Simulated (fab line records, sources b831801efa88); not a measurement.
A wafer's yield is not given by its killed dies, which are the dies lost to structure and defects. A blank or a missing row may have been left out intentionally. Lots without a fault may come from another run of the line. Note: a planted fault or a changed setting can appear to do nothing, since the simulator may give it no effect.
Check for tools in common || flow sky130 || 13 lots and 39 wafers in the sample

== WHY IT WAS OPENED ==
SKY_RES_PROTECT_TW_MEAS_08, reading POLY_GATE_TW: flagged on 1 of 13 lots. Wafers without a fault read 4055, standard deviation 39.
Rule: a lot is flagged in two cases, either no wafer of it has a number, or all its wafers with numbers fall more than 4 standard deviations from that mean. The other lots count as sound.

{"lot": "L731", "measured": "day 15 03:35", "on": "film_metro-03", "POLY_GATE_TW, wafer by wafer": "4102 4121 4117", "flag": ""}
{"lot": "L736", "measured": "day 16 17:37", "on": "film_metro-01", "POLY_GATE_TW, wafer by wafer": "4016 3992 4005", "flag": ""}
{"lot": "L734", "measured": "day 16 17:44", "on": "film_metro-02", "POLY_GATE_TW, wafer by wafer": "4070 4062 4053", "flag": ""}
{"lot": "L737", "measured": "day 17 02:07", "on": "film_metro-03", "POLY_GATE_TW, wafer by wafer": "4102 4113 4087", "flag": ""}
{"lot": "L738", "measured": "day 17 20:29", "on": "film_metro-01", "POLY_GATE_TW, wafer by wafer": "4011 4038 4029", "flag": ""}
{"lot": "L740", "measured": "day 18 02:56", "on": "film_metro-03", "POLY_GATE_TW, wafer by wafer": "4093 4094 4103", "flag": ""}
{"lot": "L742", "measured": "day 19 03:06", "on": "film_metro-01", "POLY_GATE_TW, wafer by wafer": "3997 3989 4001", "flag": ""}
{"lot": "L743", "measured": "day 19 15:16", "on": "film_metro-02", "POLY_GATE_TW, wafer by wafer": "30 30 30", "flag": "FLAGGED"}
{"lot": "L745", "measured": "day 20 02:31", "on": "film_metro-02", "POLY_GATE_TW, wafer by wafer": "4080 4083 4072", "flag": ""}
{"lot": "L747", "measured": "day 21 00:49", "on": "film_metro-02", "POLY_GATE_TW, wafer by wafer": "4086 4085 4076", "flag": ""}
{"lot": "L752", "measured": "day 22 06:36", "on": "film_metro-02", "POLY_GATE_TW, wafer by wafer": "4034 4033 4032", "flag": ""}
{"lot": "L753", "measured": "day 22 17:29", "on": "film_metro-01", "POLY_GATE_TW, wafer by wafer": "4025 4017 4004", "flag": ""}
{"lot": "L754", "measured": "day 23 03:42", "on": "film_metro-03", "POLY_GATE_TW, wafer by wafer": "4073 4074 4077", "flag": ""}
The numbers of the flagged lots are 30 on average: -4025 against the usual, or -99 or more standard deviations.

== WHICH TOOL EACH LOT WENT THROUGH ==
2 process steps preceding the reading are held in the record, out of 708 steps in the route. Every cell lists first the tool, next ch and the chambers used by the sampled wafers, and last the start.
{"lot": "L731", "flag": "", "SKY_FIELD_ISO_ETCH_15": "rie_diel-02 ch 1,2,3, day 2 07:12", "SKY_RES_PROTECT_EXPOSE_04": "iline_stepper-02 ch 0, day 14 14:04"}
{"lot": "L736", "flag": "", "SKY_FIELD_ISO_ETCH_15": "rie_diel-04 ch 2,3, day 3 06:33", "SKY_RES_PROTECT_EXPOSE_04": "iline_stepper-01 ch 0, day 16 02:40"}
{"lot": "L734", "flag": "", "SKY_FIELD_ISO_ETCH_15": "rie_diel-02 ch 0,1,2, day 3 00:40", "SKY_RES_PROTECT_EXPOSE_04": "iline_stepper-02 ch 0, day 16 02:55"}
{"lot": "L737", "flag": "", "SKY_FIELD_ISO_ETCH_15": "rie_diel-03 ch 1,2,3, day 3 11:27", "SKY_RES_PROTECT_EXPOSE_04": "iline_stepper-02 ch 0, day 16 11:48"}
{"lot": "L738", "flag": "", "SKY_FIELD_ISO_ETCH_15": "rie_diel-02 ch 0,1,3, day 3 19:07", "SKY_RES_PROTECT_EXPOSE_04": "iline_stepper-02 ch 0, day 17 05:50"}
{"lot": "L740", "flag": "", "SKY_FIELD_ISO_ETCH_15": "rie_diel-03 ch 2,3, day 4 03:03", "SKY_RES_PROTECT_EXPOSE_04": "iline_stepper-02 ch 0, day 17 11:38"}
{"lot": "L742", "flag": "", "SKY_FIELD_ISO_ETCH_15": "rie_diel-03 ch 0,1,2, day 4 16:33", "SKY_RES_PROTECT_EXPOSE_04": "iline_stepper-02 ch 0, day 18 11:21"}
{"lot": "L743", "flag": "FLAGGED", "SKY_FIELD_ISO_ETCH_15": "rie_diel-02 ch 1,2, day 4 20:04", "SKY_RES_PROTECT_EXPOSE_04": "iline_stepper-02 ch 0, day 19 00:10"}
{"lot": "L745", "flag": "", "SKY_FIELD_ISO_ETCH_15": "rie_diel-03 ch 0,2,3, day 5 04:49", "SKY_RES_PROTECT_EXPOSE_04": "iline_stepper-01 ch 0, day 19 11:16"}
{"lot": "L747", "flag": "", "SKY_FIELD_ISO_ETCH_15": "rie_diel-04 ch 0,1,2, day 5 17:06", "SKY_RES_PROTECT_EXPOSE_04": "iline_stepper-02 ch 0, day 20 09:20"}
{"lot": "L752", "flag": "", "SKY_FIELD_ISO_ETCH_15": "rie_diel-04 ch 0,2,3, day 6 17:48", "SKY_RES_PROTECT_EXPOSE_04": "iline_stepper-02 ch 0, day 21 15:43"}
{"lot": "L753", "flag": "", "SKY_FIELD_ISO_ETCH_15": "rie_diel-02 ch 0,1,3, day 7 00:18", "SKY_RES_PROTECT_EXPOSE_04": "iline_stepper-02 ch 0, day 22 02:05"}
{"lot": "L754", "flag": "", "SKY_FIELD_ISO_ETCH_15": "rie_diel-04 ch 1,2,3, day 7 04:21", "SKY_RES_PROTECT_EXPOSE_04": "iline_stepper-02 ch 0, day 22 12:14"}
These steps, and what they do:
- SKY_FIELD_ISO_ETCH_15: etches the open film in CHF3/O2, stops on Si, target depth 180 nm, time 72 s.
- SKY_RES_PROTECT_EXPOSE_04: exposes mask RPM, target cd 1270 nm.
- SKY_RES_PROTECT_TW_MEAS_08

== FLAGGED OVER TOTAL, TOOL BY TOOL (the gauges that took the reading come last) ==
{"step": "SKY_FIELD_ISO_ETCH_15", "tool": "rie_diel-02", "lots run": 5, "flagged": 1, "share of the flagged lots": "all", "sound lots run after its first flagged lot": "1 (L753)"}
{"step": "SKY_FIELD_ISO_ETCH_15", "tool": "rie_diel-03", "lots run": 4, "flagged": 0, "share of the flagged lots": "none", "sound lots run after its first flagged lot": "-"}
{"step": "SKY_FIELD_ISO_ETCH_15", "tool": "rie_diel-04", "lots run": 4, "flagged": 0, "share of the flagged lots": "none", "sound lots run after its first flagged lot": "-"}
{"step": "SKY_RES_PROTECT_EXPOSE_04", "tool": "iline_stepper-01", "lots run": 2, "flagged": 0, "share of the flagged lots": "none", "sound lots run after its first flagged lot": "-"}
{"step": "SKY_RES_PROTECT_EXPOSE_04", "tool": "iline_stepper-02", "lots run": 11, "flagged": 1, "share of the flagged lots": "all", "sound lots run after its first flagged lot": "4 (L747,L752,L753,L754)"}
{"step": "SKY_RES_PROTECT_TW_MEAS_08", "tool": "film_metro-01", "lots run": 4, "flagged": 0, "share of the flagged lots": "none", "sound lots run after its first flagged lot": "-"}
{"step": "SKY_RES_PROTECT_TW_MEAS_08", "tool": "film_metro-02", "lots run": 5, "flagged": 1, "share of the flagged lots": "all", "sound lots run after its first flagged lot": "3 (L745,L747,L752)"}
{"step": "SKY_RES_PROTECT_TW_MEAS_08", "tool": "film_metro-03", "lots run": 4, "flagged": 0, "share of the flagged lots": "none", "sound lots run after its first flagged lot": "-"}

== WHAT THE TABLE ALLOWS ==
3 rows of the table ran every flagged lot: rie_diel-02 at SKY_FIELD_ISO_ETCH_15, iline_stepper-02 at SKY_RES_PROTECT_EXPOSE_04, film_metro-02 at SKY_RES_PROTECT_TW_MEAS_08.
- rie_diel-02 at SKY_FIELD_ISO_ETCH_15: 1 of its 5 lots flagged. After the first flagged lot (L753), sound lots still ran on it; a lasting fault on the whole tool would not permit that.
- iline_stepper-02 at SKY_RES_PROTECT_EXPOSE_04: 1 of its 11 lots flagged. After the first flagged lot (L747, L752, L753, L754), sound lots still ran on it; a lasting fault on the whole tool would not permit that.
- film_metro-02 at SKY_RES_PROTECT_TW_MEAS_08: 1 of its 5 lots flagged. After the first flagged lot (L745, L747, L752), sound lots still ran on it; a lasting fault on the whole tool would not permit that.
Every row of the table either missed a flagged lot or ran a sound lot after the first.

== WHAT THE SIMULATOR HAD PUT IN ==
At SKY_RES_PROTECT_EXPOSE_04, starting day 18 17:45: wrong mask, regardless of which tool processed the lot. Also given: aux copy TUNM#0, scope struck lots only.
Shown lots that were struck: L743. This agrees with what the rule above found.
